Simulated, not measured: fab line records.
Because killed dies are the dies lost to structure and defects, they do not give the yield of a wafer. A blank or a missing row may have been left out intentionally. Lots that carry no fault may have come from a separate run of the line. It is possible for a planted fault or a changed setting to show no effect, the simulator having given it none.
Matching of chambers || flow gf180mcu || 4 sister chambers for GF_V2_CMP_04 on cmp-02
The step polishes SiO2. 4 wafers are shown with their chamber, then 7 later ones without.

WAFERS WITH THEIR CHAMBER
{"wafer": "L807.6", "chamber": 1, "motor_current_A (A)": 14.2}
{"wafer": "L815.2", "chamber": 3, "motor_current_A (A)": 12.1}
{"wafer": "L819.4", "chamber": 0, "motor_current_A (A)": 11.1}
{"wafer": "L819.5", "chamber": 2, "motor_current_A (A)": 11.9}

WAFERS WHOSE CHAMBER IS MISSING
{"wafer": "L819.6", "motor_current_A (A)": 14.1}
{"wafer": "L821.2", "motor_current_A (A)": 10.6}
{"wafer": "L821.3", "motor_current_A (A)": 11.8}
{"wafer": "L821.4", "motor_current_A (A)": 12.1}
{"wafer": "L823.2", "motor_current_A (A)": 11.3}
{"wafer": "L823.5", "motor_current_A (A)": 13.4}
{"wafer": "L823.6", "motor_current_A (A)": 11.1}

WHICH CHAMBER EACH ONE RAN IN
{"wafer": "L819.6", "from the rows above": 1, "in truth": 1}
{"wafer": "L821.2", "from the rows above": 0, "in truth": 0}
{"wafer": "L821.3", "from the rows above": "can't be placed: 2 or 3 or 0", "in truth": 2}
{"wafer": "L821.4", "from the rows above": "can't be placed: 3 or 2", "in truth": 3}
{"wafer": "L823.2", "from the rows above": "can't be placed: 0 or 2 or 3", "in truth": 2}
{"wafer": "L823.5", "from the rows above": "can't be placed: 1 or 3 or 2", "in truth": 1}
{"wafer": "L823.6", "from the rows above": 0, "in truth": 0}
Correct placement for 3 of the 7. Can't be placed from these rows: 4 (the true chamber is among the candidates in 4). 0 placed wrongly.
How it was worked out, from the rows above alone: a wafer's distance from a chamber is the root of the sum, over the readings, of the square of ((its reading less the chamber's mean) divided by the reading's scatter). The wafer belongs to the nearest chamber; if the next one is less than 2 further off, it can't be placed. For every chamber, the mean is computed from those of its wafers that are shown. The scatter (one wafer shown for each chamber): square how far every hidden wafer sits from the nearest shown wafer, average those squares and take the square root.
